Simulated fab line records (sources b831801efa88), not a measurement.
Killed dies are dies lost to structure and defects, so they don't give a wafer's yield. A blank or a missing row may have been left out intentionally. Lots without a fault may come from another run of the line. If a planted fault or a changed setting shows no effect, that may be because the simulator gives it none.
fab line records | flow sky130
[record] lots = 11 | wafers = 33 | last-day = 52
route steps=708 shown LI_CONTACT@364 PAD_OPEN@708
lots with no fault: from the same line, run without faults
start-h: hours from the record's opening day to when the first of the lot's shown wafers began | wait-h: hours elapsed since this lot's preceding step | " as in the row above | L1.1+2: several wafers, shown together as one row | - no value present, or no start provided | * or withheld: withheld | < > ~ a bound
route shown NAME@n: NAME is a module with steps in the file, n the number in the route of the first one | usual: mean/standard deviation of fault-free wafers | same: alike in all rows | chamber/n: place in a boat | sites: per-site readings | _std_site: the values' standard deviation | _edge_site: inner sites' mean taken away from outer sites' mean | radius-mm: how far each site lies from the wafer's centre | mask NAME#n: copy n | behind: the most recent tool/chamber to have shaped the wafer | hold: reason for holding the lot/hours on hold/outcome of the hold | device: the transistor (n, p or np) that didn't switch | end of line: the same wafers' tests at the end of the route | step lacking rows: just its recipe | killed: dies that structure and defects cost at the first sort, which is not the same as the wafer's yield | map: per-die view of a wafer (x killed, . not killed, _ where there is no die)
set.NAME: the run value of the setting; set.NAME@STEP: its run value at that earlier step | model.NAME: the simulator's own value behind a step, which no gauge read
one table for each step of the route and one row for each wafer, over a sample of lots
services: the hour from which a tool's chamber was out of use, counted from the record's first day as start-h (under 0 if before that day), plus the number of hours and why
[[steps]]
[step SKY_LI_CONTACT_CMP_02]
[recipe] material = PSG | down-force-psi = 4 | platen-rpm = 60 | pad-velocity-m-s = 0.94248
[usual] motor-current-A = 12.4/0.94 | platen-rpm = 60.01/0.037 | time-to-endpoint-s = 33/4.3
lot.wafer | tool   | chamber | start-h | wait-h | motor-current-A | platen-rpm | time-to-endpoint-s
L909.1    | cmp-02 | 3       | 691.80  | 0.1    | 12.4            | 60.00      | 24
L909.4    | "      | 0       | "       | "      | 12.1            | 60.00      | 30
L909.5    | "      | 2       | "       | "      | 13.5            | 59.97      | 30
L910.2    | cmp-01 | 1       | 696.20  | 0.1    | 11.4            | 60.04      | 31
L910.4    | "      | 2       | "       | "      | 13.4            | 60.04      | 38
L910.5    | "      | 0       | "       | "      | 13.4            | 59.99      | 34
L913.3    | cmp-02 | 2       | 711.40  | 0.0    | 13.6            | 59.99      | 34
L913.2    | "      | 3       | "       | "      | 12.9            | 60.02      | 35
L913.1    | "      | 0       | "       | "      | 10.3            | 59.94      | 41
L916.1    | cmp-01 | 0       | 713.13  | 0.1    | 13.1            | 59.99      | 33
L916.4    | "      | 2       | "       | "      | 13.4            | 60.01      | 36
L916.5    | "      | 1       | "       | "      | 11.5            | 60.03      | 30
L918.1    | cmp-02 | 1       | 714.75  | 0.1    | 12.2            | 60.06      | 33
L918.3    | "      | 3       | "       | "      | 11.7            | 60.03      | 23
L918.5    | "      | 2       | "       | "      | 12.7            | 60.03      | 29
L919.3    | cmp-02 | 3       | 719.12  | 0.1    | 12.6            | 60.00      | 24
L919.2    | "      | 0       | "       | "      | 11.8            | 60.06      | 33
L919.6    | "      | 2       | "       | "      | 12.9            | 60.03      | 28
L922.2    | cmp-02 | 3       | 846.80  | 0.1    | 12.6            | 60.06      | 31
L922.4    | "      | 0       | "       | "      | 11.2            | 60.05      | 31
L922.5    | "      | 3       | "       | "      | 11.7            | 59.98      | 30
L927.1    | cmp-02 | 2       | 860.25  | 0.1    | 12.9            | 60.03      | 28
L927.3    | "      | 3       | "       | "      | 13.1            | 59.99      | 28
L927.5    | "      | 1       | "       | "      | 12.2            | 59.99      | 37
L928.3    | cmp-02 | 2       | 864.33  | 0.1    | 12.7            | 59.99      | 32
L928.1    | "      | 3       | "       | "      | 12.1            | 59.94      | 29
L928.5    | "      | 2       | "       | "      | 13.2            | 59.97      | 30
L931.1    | cmp-02 | 0       | 868.08  | 0.1    | 11.0            | 60.01      | 33
L931.4    | "      | 1       | "       | "      | 12.4            | 59.97      | 40
L931.3    | "      | 3       | "       | "      | 13.0            | 60.04      | 31
L930.2    | cmp-02 | 2       | 870.47  | 0.0    | 13.1            | 59.96      | 30
L930.4    | "      | 3       | "       | "      | 12.4            | 60.03      | 31
L930.1    | "      | 0       | "       | "      | 11.5            | 59.99      | 35
[step SKY_LI_CONTACT_BOW_MEAS_03]
[recipe] mode = bow
[usual] LI_CONTACT_BOW = 56/7.1
lot.wafer | tool          | chamber | start-h | wait-h | hold                     | LI_CONTACT_BOW[um]
L909.1    | film-metro-04 | -       | 692.00  | 0.1    | -                        | 51
L909.4    | "             | -       | "       | "      | -                        | 51
L909.5    | "             | -       | "       | "      | -                        | 59
L910.2    | film-metro-03 | -       | 696.47  | 0.2    | -                        | 51
L910.4    | "             | -       | "       | "      | -                        | 54
L910.5    | "             | -       | "       | "      | -                        | 48
L913.1    | film-metro-03 | -       | 711.70  | 0.1    | -                        | 55
L913.2    | "             | -       | "       | "      | -                        | 41
L913.3    | "             | -       | "       | "      | -                        | 66
L916.1    | film-metro-04 | -       | 713.43  | 0.2    | -                        | 58
L916.4    | "             | -       | "       | "      | -                        | 48
L916.5    | "             | -       | "       | "      | -                        | 60
L918.1    | film-metro-04 | -       | 715.05  | 0.2    | await-dispo/0.2h/release | 59
L918.3    | "             | -       | "       | "      | await-dispo/0.2h/release | 67
L918.5    | "             | -       | "       | "      | await-dispo/0.2h/release | 50
L918.1    | film-metro-04 | -       | 715.34  | 0.3    | -                        | -
L918.3    | "             | -       | "       | "      | -                        | -
L918.5    | "             | -       | "       | "      | -                        | -
L919.2    | film-metro-02 | -       | 719.39  | 0.2    | await-dispo/0.2h/release | 71
L919.3    | "             | -       | "       | "      | await-dispo/0.2h/release | 48
L919.6    | "             | -       | "       | "      | await-dispo/0.2h/release | 60
L919.2    | film-metro-02 | -       | 719.68  | 0.3    | -                        | -
L919.3    | "             | -       | "       | "      | -                        | -
L919.6    | "             | -       | "       | "      | -                        | -
L922.2    | film-metro-02 | -       | 847.07  | 0.2    | -                        | 59
L922.4    | "             | -       | "       | "      | -                        | 49
L922.5    | "             | -       | "       | "      | -                        | 66
L927.1    | film-metro-03 | -       | 860.50  | 0.2    | -                        | 60
L927.3    | "             | -       | "       | "      | -                        | 51
L927.5    | "             | -       | "       | "      | -                        | 50
L928.1    | film-metro-03 | -       | 864.58  | 0.1    | -                        | 60
L928.3    | "             | -       | "       | "      | -                        | 50
L928.5    | "             | -       | "       | "      | -                        | 60
L931.1    | film-metro-02 | -       | 868.38  | 0.2    | -                        | 66
L931.3    | "             | -       | "       | "      | -                        | 60
L931.4    | "             | -       | "       | "      | -                        | 64
L930.1    | film-metro-04 | -       | 870.80  | 0.2    | -                        | 63
L930.2    | "             | -       | "       | "      | -                        | 52
L930.4    | "             | -       | "       | "      | -                        | 49
[step SKY_LI_CONTACT_OVL_MEAS_13]
[usual] LI_CONTACT_OVL = 0/5.2
lot.wafer | tool       | chamber | start-h | wait-h | LI_CONTACT_OVL[nm]
L909.1    | overlay-01 | -       | 720.21  | 0.1    | -6
L909.4    | "          | -       | "       | "      | -5
L909.5    | "          | -       | "       | "      | -3
L910.2    | overlay-01 | -       | 724.32  | 0.1    | 6
L910.4    | "          | -       | "       | "      | -2
L910.5    | "          | -       | "       | "      | 3
L913.1    | overlay-02 | -       | 739.71  | 0.1    | -2
L913.2    | "          | -       | "       | "      | -4
L913.3    | "          | -       | "       | "      | 1
L916.1    | overlay-02 | -       | 740.80  | 0.1    | 8
L916.4    | "          | -       | "       | "      | 2
L916.5    | "          | -       | "       | "      | 1
L918.1    | overlay-02 | -       | 742.74  | 0.1    | -1
L918.3    | "          | -       | "       | "      | -9
L918.5    | "          | -       | "       | "      | -5
L919.2    | overlay-01 | -       | 747.04  | 0.1    | 7
L919.3    | "          | -       | "       | "      | 3
L919.6    | "          | -       | "       | "      | 7
L922.2    | overlay-02 | -       | 874.47  | 0.1    | -6
L922.4    | "          | -       | "       | "      | -2
L922.5    | "          | -       | "       | "      | -3
L927.1    | overlay-02 | -       | 887.52  | 0.1    | 10
L927.3    | "          | -       | "       | "      | 11
L927.5    | "          | -       | "       | "      | 2
L928.1    | overlay-02 | -       | 891.77  | 0.1    | -1
L928.3    | "          | -       | "       | "      | 3
L928.5    | "          | -       | "       | "      | 6
L931.1    | overlay-02 | -       | 896.26  | 0.1    | 1
L931.3    | "          | -       | "       | "      | -1
L931.4    | "          | -       | "       | "      | -1
L930.1    | overlay-01 | -       | 898.57  | 0.1    | 6
L930.2    | "          | -       | "       | "      | -1
L930.4    | "          | -       | "       | "      | 2
[step SKY_LI_CONTACT_ETCH_15]
[recipe] target = PSG | chemistry = C4F8/O2/Ar | stop-on = Si | taper-deg = 4.15 | mask-material = KrF-thick | source-w = 1500 | bias-w = 1200 | pressure-mtorr = 40 | c4f8-flow-sccm = withheld | O2_flow_sccm = 6 | Ar_flow_sccm = 300 | time-s = withheld | target-depth-a = 6000
[usual] oes-product-au = 0.837/0.0048 | rf-fwd-power-W = 1491/4.1
lot.wafer | tool        | chamber | start-h | wait-h | oes-product-au | rf-fwd-power-W
L909.1    | rie-diel-01 | 0       | 720.29  | 0.0    | 0.835          | 1494
L909.4    | "           | 3       | "       | "      | 0.839          | 1490
L909.5    | "           | 2       | "       | "      | 0.834          | 1490
L910.2    | rie-diel-02 | 3       | 724.39  | 0.0    | 0.827          | 1491
L910.4    | "           | 1       | "       | "      | 0.834          | 1494
L910.5    | "           | 2       | "       | "      | 0.839          | 1487
L913.1    | rie-diel-02 | 1       | 739.79  | 0.0    | 0.833          | 1495
L913.2    | "           | 0       | "       | "      | 0.830          | 1491
L913.3    | "           | 3       | "       | "      | 0.843          | 1492
L916.1    | rie-diel-01 | 0       | 740.88  | 0.0    | 0.841          | 1490
L916.4    | "           | 3       | "       | "      | 0.829          | 1496
L916.5    | "           | 2       | "       | "      | 0.833          | 1494
L918.1    | rie-diel-02 | 1       | 742.82  | 0.0    | 0.882          | 1492
L918.3    | "           | 3       | "       | "      | 0.876          | 1498
L918.5    | "           | 2       | "       | "      | 0.834          | 1492
L919.2    | rie-diel-01 | 3       | 747.12  | 0.0    | 0.843          | 1495
L919.3    | "           | 0       | "       | "      | 0.886          | 1487
L919.6    | "           | 2       | "       | "      | 0.842          | 1490
L922.2    | rie-diel-02 | 1       | 874.54  | 0.0    | 0.831          | 1489
L922.4    | "           | 2       | "       | "      | 0.834          | 1486
L922.5    | "           | 2       | "       | "      | 0.835          | 1491
L927.1    | rie-diel-04 | 3       | 887.59  | 0.0    | 0.826          | 1488
L927.3    | "           | 1       | "       | "      | 0.842          | 1499
L927.5    | "           | 1       | "       | "      | 0.832          | 1496
L928.1    | rie-diel-04 | 1       | 891.84  | 0.0    | 0.826          | 1495
L928.3    | "           | 2       | "       | "      | 0.844          | 1492
L928.5    | "           | 3       | "       | "      | 0.833          | 1488
L931.1    | rie-diel-04 | 3       | 896.34  | 0.0    | 0.845          | 1493
L931.3    | "           | 2       | "       | "      | 0.843          | 1487
L931.4    | "           | 2       | "       | "      | 0.837          | 1489
L930.1    | rie-diel-01 | 2       | 898.64  | 0.0    | 0.839          | 1497
L930.2    | "           | 0       | "       | "      | 0.836          | 1496
L930.4    | "           | 1       | "       | "      | 0.835          | 1491
[step SKY_LI_CONTACT_SPUTTER_19]
[recipe] material = Ti | target-thk-nm = 20 | chamber-pressure-pa = 5 | power-w = 2500 | substrate-temp-c = 200 | time-s = 106.37
[usual] cathode-dc-power-W = 2500.0/0.46 | throttle-valve-pct = 29.7/1
lot.wafer | tool           | chamber | start-h | wait-h | cathode-dc-power-W | throttle-valve-pct
L909.1    | pvd-sputter-03 | -       | 720.67  | 0.0    | 2500.6             | 29.4
L909.4    | "              | -       | "       | "      | 2499.4             | 30.5
L909.5    | "              | -       | "       | "      | 2500.3             | 29.3
L910.2    | pvd-sputter-03 | -       | 724.79  | 0.0    | 2500.0             | 30.1
L910.4    | "              | -       | "       | "      | 2500.0             | 28.3
L910.5    | "              | -       | "       | "      | 2500.4             | 29.5
L913.1    | pvd-sputter-04 | -       | 740.19  | 0.0    | 2499.8             | 29.0
L913.2    | "              | -       | "       | "      | 2500.1             | 32.5
L913.3    | "              | -       | "       | "      | 2499.9             | 29.3
L916.1    | pvd-sputter-02 | -       | 741.27  | 0.0    | 2500.2             | 30.1
L916.4    | "              | -       | "       | "      | 2500.2             | 30.7
L916.5    | "              | -       | "       | "      | 2499.4             | 30.2
L918.1    | pvd-sputter-04 | -       | 743.40  | 0.0    | 2501.0             | 28.9
L918.3    | "              | -       | "       | "      | 2500.1             | 29.7
L918.5    | "              | -       | "       | "      | 2501.0             | 29.5
L919.2    | pvd-sputter-04 | -       | 747.74  | 0.0    | 2500.5             | 32.8
L919.3    | "              | -       | "       | "      | 2499.8             | 29.1
L919.6    | "              | -       | "       | "      | 2500.2             | 32.4
L922.2    | pvd-sputter-03 | -       | 874.94  | 0.0    | 2500.0             | 30.3
L922.4    | "              | -       | "       | "      | 2500.1             | 30.4
L922.5    | "              | -       | "       | "      | 2500.6             | 28.1
L927.1    | pvd-sputter-03 | -       | 887.97  | 0.0    | 2500.4             | 28.2
L927.3    | "              | -       | "       | "      | 2500.2             | 29.2
L927.5    | "              | -       | "       | "      | 2499.9             | 29.3
L928.1    | pvd-sputter-04 | -       | 892.22  | 0.0    | 2500.0             | 29.9
L928.3    | "              | -       | "       | "      | 2499.9             | 29.6
L928.5    | "              | -       | "       | "      | 2499.5             | 29.4
L931.1    | pvd-sputter-03 | -       | 896.72  | 0.0    | 2500.6             | 30.1
L931.3    | "              | -       | "       | "      | 2500.0             | 29.4
L931.4    | "              | -       | "       | "      | 2500.3             | 30.5
L930.1    | pvd-sputter-03 | -       | 899.02  | 0.0    | 2500.0             | 29.2
L930.2    | "              | -       | "       | "      | 2499.2             | 30.0
L930.4    | "              | -       | "       | "      | 2500.1             | 30.5
[step SKY_LI_CONTACT_CVD_21]
[recipe] material = W | target-thk-nm = 400 | time-s = 120.56 | temp-c = 400 | pressure-torr = 40
[usual] heater-power-outer-w = 530/70 | heater-power-w = 860/85
lot.wafer | tool     | chamber | start-h | wait-h | heater-power-outer-w | heater-power-w
L909.1    | cvd-w-02 | 1       | 720.81  | 0.0    | 557                  | 877
L909.4    | "        | 1       | "       | "      | 551                  | 870
L909.5    | "        | 0       | "       | "      | 512                  | 842
L910.2    | cvd-w-01 | 1       | 724.92  | 0.0    | 422                  | 737
L910.4    | "        | 0       | "       | "      | 622                  | 990
L910.5    | "        | 0       | "       | "      | 613                  | 988
L913.1    | cvd-w-01 | 0       | 740.32  | 0.0    | 616                  | 965
L913.2    | "        | 1       | "       | "      | 423                  | 729
L913.3    | "        | 1       | "       | "      | 417                  | 745
L916.1    | cvd-w-02 | 0       | 741.41  | 0.0    | 528                  | 859
L916.4    | "        | 1       | "       | "      | 555                  | 890
L916.5    | "        | 1       | "       | "      | 570                  | 911
L918.1    | cvd-w-02 | 0       | 743.54  | 0.0    | 515                  | 858
L918.3    | "        | 1       | "       | "      | 552                  | 885
L918.5    | "        | 0       | "       | "      | 503                  | 847
L919.2    | cvd-w-02 | 0       | 747.87  | 0.0    | 517                  | 864
L919.3    | "        | 0       | "       | "      | 521                  | 868
L919.6    | "        | 1       | "       | "      | 560                  | 855
L922.2    | cvd-w-02 | 0       | 875.08  | 0.0    | 518                  | 859
L922.4    | "        | 1       | "       | "      | 566                  | 897
L922.5    | "        | 1       | "       | "      | 555                  | 897
L927.1    | cvd-w-01 | 0       | 888.11  | 0.0    | 623                  | 970
L927.3    | "        | 0       | "       | "      | 606                  | 993
L927.5    | "        | 0       | "       | "      | 634                  | 976
L928.1    | cvd-w-01 | 1       | 892.36  | 0.0    | 422                  | 707
L928.3    | "        | 0       | "       | "      | 626                  | 960
L928.5    | "        | 0       | "       | "      | 617                  | 953
L931.1    | cvd-w-02 | 0       | 896.86  | 0.0    | 535                  | 848
L931.3    | "        | 0       | "       | "      | 511                  | 858
L931.4    | "        | 1       | "       | "      | 553                  | 872
L930.1    | cvd-w-02 | 0       | 899.16  | 0.0    | 518                  | 865
L930.2    | "        | 1       | "       | "      | 560                  | 898
L930.4    | "        | 1       | "       | "      | 555                  | 885
[step SKY_PAD_OPEN_PROBE_99]
[usual] killed_at_M0_to_M3 = 45/6.3 | killed_at_M4_up = 2.8/1.6 | killed-at-contacts = 24/5.1 | killed-at-front-end = 14/4.4 | killed-at-other = 0.4/0.73 | killed-dies = 86/9 | killed-open = 47/7.8 | killed-short = 39/6.6
[same] gross-dies = 492 | killed-at-back-side = 0
lot.wafer | tool      | chamber | start-h | wait-h | killed_at_M0_to_M3 | killed_at_M4_up | killed-at-contacts | killed-at-front-end | killed-at-other | killed-dies | killed-open | killed-short
L918.3    | prober-02 | -       | 1140.13 | 0.2    | 34                 | 1               | 29                 | 9                   | 0               | 73          | 45          | 28
// killed by level:class
L918.3 CONTACT:geometric-particle:open=10 VIA1:geometric-particle:open=10 LI_CONTACT:geometric-particle:open=8 CONTACT:geometric-particle:short=6 METAL1:geometric-particle:short=6 FIELD_ISO:geometric-particle:open=5 VIA2:geometric-particle:open=4 VIA1:geometric-particle:short=4
[[services]]
tool           | chamber | start-h | hours | kind
cvd-w-01       | -       | 668.17  | 1.6   | repair
rie-diel-01    | 0       | 683.21  | 6.3   | repair
cmp-02         | -       | 684.55  | 0.8   | repair
cvd-w-02       | -       | 685.65  | 0.6   | repair
rie-diel-02    | -       | 700.64  | 15.6  | pm
cvd-w-01       | -       | 708.68  | 1.5   | repair
rie-diel-02    | 2       | 731.98  | 7.5   | repair
pvd-sputter-04 | -       | 732.29  | 6.8   | repair
cmp-02         | -       | 744.10  | 4.0   | pm
rie-diel-02    | 1       | 754.99  | 3.7   | repair
cmp-01         | -       | 755.46  | 5.4   | pm
pvd-sputter-04 | -       | 774.07  | 4.7   | repair
cvd-w-02       | 0       | 778.12  | 8.8   | repair
rie-diel-04    | -       | 790.00  | 60.6  | repair
rie-diel-04    | 2       | 791.94  | 9.3   | repair
rie-diel-01    | 3       | 799.99  | 11.3  | repair
rie-diel-02    | 1       | 811.30  | 7.0   | repair
cmp-01         | -       | 812.68  | 3.9   | repair
cvd-w-02       | -       | 837.87  | 0.5   | repair
cvd-w-01       | -       | 854.45  | 2.0   | repair
cmp-01         | -       | 862.59  | 4.8   | pm
rie-diel-01    | -       | 865.96  | 28.1  | pm
cmp-02         | -       | 891.02  | 7.2   | pm
cmp-02         | -       | 898.27  | 6.8   | pm
[[key]]
[first-sign] step = SKY_LI_CONTACT_BOW_MEAS_03 | reading = visit | direction = added
[effect] step = SKY_LI_CONTACT_ETCH_15 | reading = oes-product-au | direction = up | sigmas = 9.4 | usual = 0.837 | struck = 0.882
met-at SKY_LI_CONTACT_CMP_02
struck-lots L918,L919
struck-wafers L918.1,L918.3,L919.3
tester-left-out L918,L919
not-acting-at SKY_LI_CONTACT_OVL_MEAS_13,SKY_LI_CONTACT_SPUTTER_19,SKY_LI_CONTACT_CVD_21
onset-between 711.40 714.75
[fault] kind = process-parameter-drift | tool = cmp-02 | chamber = - | onset-h = 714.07 | steps = SKY_LI_CONTACT_CMP_02 | channel = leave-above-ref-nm | offset = 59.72 | shape = step | end-h = 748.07 | scope = struck-wafers-only | acts-in = these-recipes-only | stated = 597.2
// tester-left-out: of these lots the tester's yield and bins aren't shown, on N5 and GAA mostly nor the transistor test; their killed dies are dies lost to structure and defects alone, not to doping, threshold or leakage, so they don't give the yield
